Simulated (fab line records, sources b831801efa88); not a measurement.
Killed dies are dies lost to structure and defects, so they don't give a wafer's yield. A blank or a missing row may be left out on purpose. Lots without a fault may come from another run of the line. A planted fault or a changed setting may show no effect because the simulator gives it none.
Which tool did it? | flow sky130 | 12 lots, 36 wafers sampled, at 4 steps of a route of 708

WHAT THE GAUGES READ, wafer by wafer
SKY_CAPM_RS_MEAS_03: measures by four-point-probe.
lot  | measured     | on            | CAPM_TIN_RS (ohm/sq)
L075 | day 34 09:11 | film_metro-01 | 6.95 6.88 6.92
L077 | day 34 13:07 | film_metro-01 | 6.83 6.81 6.71
L080 | day 35 09:44 | film_metro-01 | 6.94 6.86 6.91
L081 | day 36 01:02 | film_metro-03 | 6.87 6.85 6.91
L084 | day 36 11:22 | film_metro-02 | 6.93 6.85 6.83
L085 | day 36 18:55 | film_metro-02 | 6.89 6.99 6.91
L087 | day 37 11:59 | film_metro-03 | 6.92 6.94 6.96
L089 | day 37 23:19 | film_metro-03 | 6.86 6.75 6.81
L091 | day 38 19:14 | film_metro-03 | 6.84 6.80 6.90
L092 | day 45 21:25 | film_metro-01 | 6.95 6.95 7.05
L095 | day 45 23:56 | film_metro-01 | 6.89 6.79 6.79
L097 | day 46 01:40 | film_metro-01 | 6.85 6.90 6.88

WHICH TOOL RAN EACH LOT (tool, then ch and the chambers of the sampled wafers, then the start)
lot  | SKY_METAL2_DESCUM_17              | SKY_METAL2_ETCH_18                | SKY_CAPM_SPUTTER_02
L075 | rie_metal-01 ch 0, day 33 03:25   | rie_metal-01 ch 0, day 33 03:27   | pvd_sputter-03, day 34 09:04
L077 | rie_metal-03 ch 0,1, day 33 06:40 | rie_metal-03 ch 0,1, day 33 06:42 | pvd_sputter-04, day 34 13:00
L080 | rie_metal-03 ch 0,1, day 34 03:31 | rie_metal-03 ch 0,1, day 34 03:33 | pvd_sputter-04, day 35 09:37
L081 | rie_metal-03 ch 0,1, day 34 18:22 | rie_metal-03 ch 0,1, day 34 18:23 | pvd_sputter-03, day 36 00:54
L084 | rie_metal-04 ch 0,1, day 35 05:44 | rie_metal-04 ch 0,1, day 35 05:46 | pvd_sputter-01, day 36 11:16
L085 | rie_metal-04 ch 0,1, day 35 13:40 | rie_metal-04 ch 0,1, day 35 13:42 | pvd_sputter-04, day 36 18:48
L087 | rie_metal-01 ch 0,1, day 36 06:49 | rie_metal-01 ch 0,1, day 36 06:50 | pvd_sputter-03, day 37 11:52
L089 | rie_metal-03 ch 0, day 36 17:16   | rie_metal-03 ch 0, day 36 17:20   | pvd_sputter-04, day 37 23:12
L091 | rie_metal-04 ch 0,1, day 37 12:58 | rie_metal-04 ch 0,1, day 37 12:59 | pvd_sputter-04, day 38 19:08
L092 | rie_metal-04 ch 0,1, day 44 21:59 | rie_metal-04 ch 0,1, day 44 22:01 | pvd_sputter-04, day 45 21:17
L095 | rie_metal-01 ch 0,1, day 45 00:56 | rie_metal-01 ch 0,1, day 45 00:58 | pvd_sputter-04, day 45 23:48
L097 | rie_metal-01 ch 1, day 45 02:40   | rie_metal-01 ch 1, day 45 02:41   | pvd_sputter-01, day 46 01:32
- SKY_METAL2_DESCUM_17: chemistry O2, time 8 s.
- SKY_METAL2_ETCH_18: etches BARC in N2/H2, stops on SiO2, time 45.9 s, target depth 60 nm.
- SKY_CAPM_SPUTTER_02: material TiN, target thk 200 nm, time 166.7 s.

THE ANSWER, worked out from the rows above alone
Rule: what is usual is taken from the lots themselves. Put in order of their means at a reading, lots are off if they are a third of the lots or fewer, leave a main group of 4 or more, and stand apart from it by a gap of 3 or more times the standard deviation of the main group's means; of several such gaps the widest counts. A main group whose means are all the same, to the digits that the tables above print for the reading, isn't used. A lot without any number at a reading at which 4 lots or more have one is off too. The other lots that the step has rows for count as sound.
No lot is off at any reading shown: from this, nothing can be told.

WHAT THE SIMULATOR HAD PUT IN
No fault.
